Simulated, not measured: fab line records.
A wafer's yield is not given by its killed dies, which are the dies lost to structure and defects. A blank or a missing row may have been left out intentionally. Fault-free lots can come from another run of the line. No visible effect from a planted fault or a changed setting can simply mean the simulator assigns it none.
A single fault, viewed from 2 desks	flow sky130	what lay behind the numbers comes last; until then each desk has only its own

FROM THE METROLOGY DESK
What the gauges read for every lot (on any tool): the sampled wafers with a number, averaged. The brackets show how far a lot's mean lies from the usual mean; more than 4 standard deviations puts the lot out of limits, marked OUT.
Columns: A = SONOS_ONO_OVL at SKY_SONOS_ONO_OVL_MEAS_14, usual -0.4 nm
lot	first seen here	A
L840	day 12 06:06	0.8
L842	day 12 19:37	-1.6
L843	day 13 03:21	-0.8
L844	day 13 19:14	0.4
L847	day 14 19:49	-0.2
L849	day 15 10:36	1.7
L852	day 16 10:53	-0.4
L857	day 19 16:06	-0.2
L859	day 20 05:32	1.0
L861	day 20 12:57	-0.4
L860	day 20 14:57	-0.6
L862	day 21 11:58	1.0
This desk's finding: nothing out of limits on any of the 12 lots.

THE TOOL OWNER'S DESK: rie_si-02
The tool's own readings at SKY_POLY_GATE_ETCH_17 (etches poly-Si in HBr/Cl2, stops on SiO2, target depth 180 nm, time 70.5 s): means of the sampled wafers that have a number, for each lot that ran on this tool. The brackets show how far a lot's mean lies from the usual mean; more than 4 standard deviations puts the lot out of limits, marked OUT.
Columns: A = drypump_motor_current_A at SKY_POLY_GATE_ETCH_17, usual 6.1 A; B = oes_product_au at SKY_POLY_GATE_ETCH_17, usual 0.984 a.u.; C = run_length_s at SKY_POLY_GATE_ETCH_17, usual 98.6 s; D = throttle_valve_pct at SKY_POLY_GATE_ETCH_17, usual 33.684 %
lot	first seen here	A	B	C	D
L842	day 16 11:22	6.2	0.986	98.7	33.682
L844	day 17 15:04	6.0	0.987	99.1	33.676
L847	day 18 20:49	6.0	0.987	98.7	33.681
L857	day 23 19:01	6.7	0.928 (-7.1) OUT	108.1 (+23) OUT	33.694
L859	day 24 08:55	6.3	0.933 (-6.5) OUT	105.1 (+15) OUT	33.680
L860	day 25 06:00	6.4	0.833 (-19) OUT	117.9 (+46) OUT	33.689
This desk's verdict: out of limits on L857, L859, L860, starting with L857 at day 23 19:01 (oes_product_au at SKY_POLY_GATE_ETCH_17). L842, L844, L847: within limits.

TAKEN TOGETHER
On L857, L859, L860, at day 23 19:01, an alarm was possible from the tool owner's desk.
Metrology desk: nothing out of limits seen.
The metrology desk has L857, L859, L860 on record, within its limits.
Every lot named ran SKY_POLY_GATE_ETCH_17 on rie_si-02.

WHAT THE SIMULATOR HAD PUT IN
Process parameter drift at SKY_POLY_GATE_ETCH_17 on rie_si-02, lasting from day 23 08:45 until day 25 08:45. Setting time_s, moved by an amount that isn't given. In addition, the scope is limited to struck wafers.
Shown lots that were struck: L857, L859, L860.
Each desk's first reading out of limits, in hours after the fault started: the tool owner's desk, 10.
